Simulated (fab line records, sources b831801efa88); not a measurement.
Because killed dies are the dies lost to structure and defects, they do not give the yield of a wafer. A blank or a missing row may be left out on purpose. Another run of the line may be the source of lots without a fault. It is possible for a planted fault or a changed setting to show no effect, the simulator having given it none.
A struck lot beside a sound one	flow gf180mcu	30 steps out of a route of 602
Sound: the wafers L954.1, L954.3, L954.5. Struck: wafers L957.1, L957.2, L957.5. The cause comes at the end.
At each step with rows: each side's tool, then ch and its chambers, then its first start. Under that, the readings that differ: sound wafers	struck wafers	difference of the means	sigmas: that difference in standard deviations of wafers without a fault.
alike: readings with means less than 2 such deviations apart, plus words and numbers identical on both sides. not compared: withheld readings, readings lacking a value on some wafer, bounds such as >300 that could conceal the same value, and numbers that have no deviation in the record and whose values overlap.
The two part at a step that has a row with sigmas, a row that says differs or no value, or rows on one side only. Non-overlapping numbers with no deviation appear without sigmas and do not part them. A reading that every wafer of one side lacks parts them only if that side has two wafers or more.

first, 7 steps without rows for these wafers: GF_HV_LDD_DEHYDRATE_24 (time 60 s); GF_HV_LDD_HMDS_25 (prime time 60 s); GF_HV_LDD_COAT_26 (resist thk 1000 nm); GF_HV_LDD_SOFTBAKE_27 (time 60 s); GF_HV_LDD_EXPOSE_28 (exposes mask Nplus HV AREA, target cd 400 nm); GF_HV_LDD_PEB_29; GF_HV_LDD_DEVELOP_30 (develop time 60 s).
GF_HV_LDD_CD_MEAS_31: the cd target is 400 nm.
  struck on cd_sem-02, day 15 21:11; sound on cd_sem-01, day 15 00:41
  alike: cd_nm
GF_HV_LDD_OVL_MEAS_32:
  struck on overlay-02, day 15 21:18; sound on overlay-01, day 15 00:48
  alike: HV_LDD_02_OVL
then, 3 steps without rows for these wafers: GF_HV_LDD_IMPLANT_33; GF_HV_LDD_IMPLANT_34; GF_HV_LDD_IMPLANT_35.
GF_HV_LDD_IMPLANT_36:
  sound on implanter-01 ch 0, day 15 01:17; struck on implanter-01 ch 0, day 15 21:47
reading	sound	struck	difference	sigmas
dose_ions_cm2	7.504e+12 7.511e+12 7.494e+12	2.9093e+13 2.9077e+13 2.9071e+13	+2.1577e+13	+99 or more
faraday_current_uA	42.6 42.7 42.8	163.1 159.9 162.2	+119.0	+99 or more
GF_HV_LDD_STRIP_37: strips in O2/N2.
  sound on plasma_asher-01 ch 0,1, day 15 01:26; struck on plasma_asher-01 ch 0,1, day 15 21:56
  alike: chamber_pressure_mTorr, drypump_motor_current_A, heater_power_w, oes_product_au, platen_temp_c, strip_time_to_endpoint_s
  not compared: rf_hours_counter_h
GF_HV_LDD_TW_MEAS_38:
  struck on film_metro-04, day 15 22:16; sound on film_metro-01, day 15 01:32
reading	sound	struck	difference	sigmas
HV_LDD_3_TW	1426 1429 1420	1693 1697 1692	+269	+31
  not compared: hold
then, 6 steps without rows for these wafers: GF_HV_LDD_HMDS_40 (prime time 60 s); GF_HV_LDD_COAT_41 (resist thk 1000 nm); GF_HV_LDD_SOFTBAKE_42 (time 60 s); GF_HV_LDD_EXPOSE_43 (exposes mask Pplus HV AREA, target cd 400 nm); GF_HV_LDD_PEB_44; GF_HV_LDD_DEVELOP_45 (develop time 60 s).
GF_HV_LDD_CD_MEAS_46: the cd target is 400 nm.
  struck on cd_sem-01, day 16 20:29; sound on cd_sem-01, day 15 23:05
  alike: cd_nm
GF_HV_LDD_OVL_MEAS_47:
  struck on overlay-02, day 16 20:36; sound on overlay-02, day 15 23:12
reading	sound	struck	difference	sigmas
HV_LDD_03_OVL (nm)	0.3 1.2 2.4	-3.4 -3.7 -2.9	-4.6	-3
after that, 1 step had no rows for these wafers: GF_HV_LDD_IMPLANT_48.
GF_HV_LDD_STRIP_49: strips in O2/N2.
  sound on plasma_asher-01 ch 0,1, day 15 23:23; struck on plasma_asher-04 ch 0,1, day 16 20:47
  alike: chamber_pressure_mTorr, drypump_motor_current_A, heater_power_w, oes_product_au, platen_temp_c, strip_time_to_endpoint_s
  not compared: rf_hours_counter_h
GF_HV_LDD_TW_MEAS_50:
  struck on film_metro-03, day 16 20:53; sound on film_metro-01, day 15 23:29
reading	sound	struck	difference	sigmas
HV_LDD_4_TW	565 561 565	575 577 575	+12	+3
then, 1 step without rows for these wafers: GF_HV_LDD_CLEAN_51 (cleans in SC1/SC2, time 150 s).
GF_HV_LDD_RTA_52: time 10 s.
  sound on rtp_anneal-02 ch 0, day 15 23:35; struck on rtp_anneal-02 ch 0, day 16 20:59
  alike: anneal_temp_c_max, lamp_power_pct, wafer_temp_C_max
GF_HV_LDD_RS_MEAS_53: a four-point-probe measurement.
  struck on film_metro-01, day 16 21:21; sound on film_metro-03, day 15 23:40
reading	sound	struck	difference	sigmas
HV_LDD_RS (ohm/sq)	419.6 419.5 419.3	369.4 368.4 368.3	-50.8	-56
  not compared: hold
GF_PASSIVATION_PROBE_99:
  sound wafers here have rows in the record (prober-01, day 32 05:08); struck ones have none

WHERE THEY PART
First at GF_HV_LDD_IMPLANT_36; last, within this record, at GF_PASSIVATION_PROBE_99.

WHY: what had been put in by the simulator
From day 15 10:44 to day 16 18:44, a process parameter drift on implanter-01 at GF_HV_LDD_IMPLANT_36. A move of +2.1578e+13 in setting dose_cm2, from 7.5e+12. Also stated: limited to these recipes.
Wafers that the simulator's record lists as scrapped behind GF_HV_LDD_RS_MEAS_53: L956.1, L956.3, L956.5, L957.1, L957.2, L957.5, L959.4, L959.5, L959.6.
